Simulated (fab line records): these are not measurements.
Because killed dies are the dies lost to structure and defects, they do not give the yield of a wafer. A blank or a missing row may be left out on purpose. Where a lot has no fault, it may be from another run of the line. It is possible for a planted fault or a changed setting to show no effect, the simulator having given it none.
The same fault as seen by 2 desks    flow sky130    each desk holds nothing but its own numbers, with what lay behind them at the end

== THE METROLOGY DESK ==
What the gauges read for every lot (on any tool): the sampled wafers with a number, averaged. The brackets show how far a lot's mean lies from the usual mean; more than 4 standard deviations puts the lot out of limits, marked OUT.
Columns: A = NWELL_2_TW at SKY_NWELL_TW_MEAS_26, usual 494; B = VT_ADJUST_LVTN_TW at SKY_VT_ADJUST_LVTN_TW_MEAS_10, usual 243; C = SONOS_TUNNEL_OVL at SKY_SONOS_TUNNEL_OVL_MEAS_08, usual 0.2 nm
lot   first seen here  A               B    C
L964  day 5 09:34      485             234  -2.0
L965  day 5 15:35      487             245  -2.0
L966  day 5 22:45      504             244  -1.2
L967  day 6 07:09      482             235  -2.0
L969  day 6 14:14      486             245  0.1
L971  day 7 01:55      493             245  0.2
L972  day 7 13:14      504             245  2.8
L979  day 9 05:11      554 (+6.4) OUT  243  -1.0
L980  day 9 10:26      581 (+9.2) OUT  244  2.2
L983  day 10 10:05     483             245  0.1
L986  day 10 20:25     489             243  0.4
L987  day 11 01:49     505             242  0.9
Per this desk, out of limits: L979, L980; the first was L979, day 9 05:11 (NWELL_2_TW at SKY_NWELL_TW_MEAS_26). L964, L965, L966, L967, L969, L971, L972, L983, L986, L987 stayed within limits.

== FOR THE TOOL OWNER'S DESK: implanter-01 ==
The tool's own readings at SKY_NWELL_IMPLANT_24, given as means over the sampled wafers that have a number, one for each lot that went through this tool. The brackets show how far a lot's mean lies from the usual mean; more than 4 standard deviations puts the lot out of limits, marked OUT.
Columns: A = doseIonsCm2 at SKY_NWELL_IMPLANT_24, usual 9.201e+12; B = faradayCurrentUA at SKY_NWELL_IMPLANT_24, usual 51.8
lot   first seen here  A                            B
L964  day 5 09:19      9.194e+12                    51.8
L967  day 6 06:55      9.195e+12                    52.5
L979  day 9 04:56      1.443e+13 (+99 or more) OUT  80.1 (+29) OUT
L980  day 9 10:11      1.444e+13 (+99 or more) OUT  81.4 (+30) OUT
This desk finds L979, L980 out of limits, L979 being first, at day 9 04:56 (doseIonsCm2 at SKY_NWELL_IMPLANT_24). L964, L967 stayed within limits.

== PUT TOGETHER ==
An alarm could have come from the tool owner's desk at day 9 04:56, on L979, L980.
On L979, L980, the metrology desk was in a position to raise an alarm at day 9 05:11.
Every lot named ran SKY_NWELL_IMPLANT_24 on implanter-01.

== WHAT THE SIMULATOR PUT IN ==
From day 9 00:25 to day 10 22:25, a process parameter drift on implanter-01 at SKY_NWELL_IMPLANT_24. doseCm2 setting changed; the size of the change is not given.
Shown lots that were struck: L979, L980.
Counting hours from when the fault started, the first reading out of limits came at 5 for the tool owner's desk and at 5 for the metrology desk.
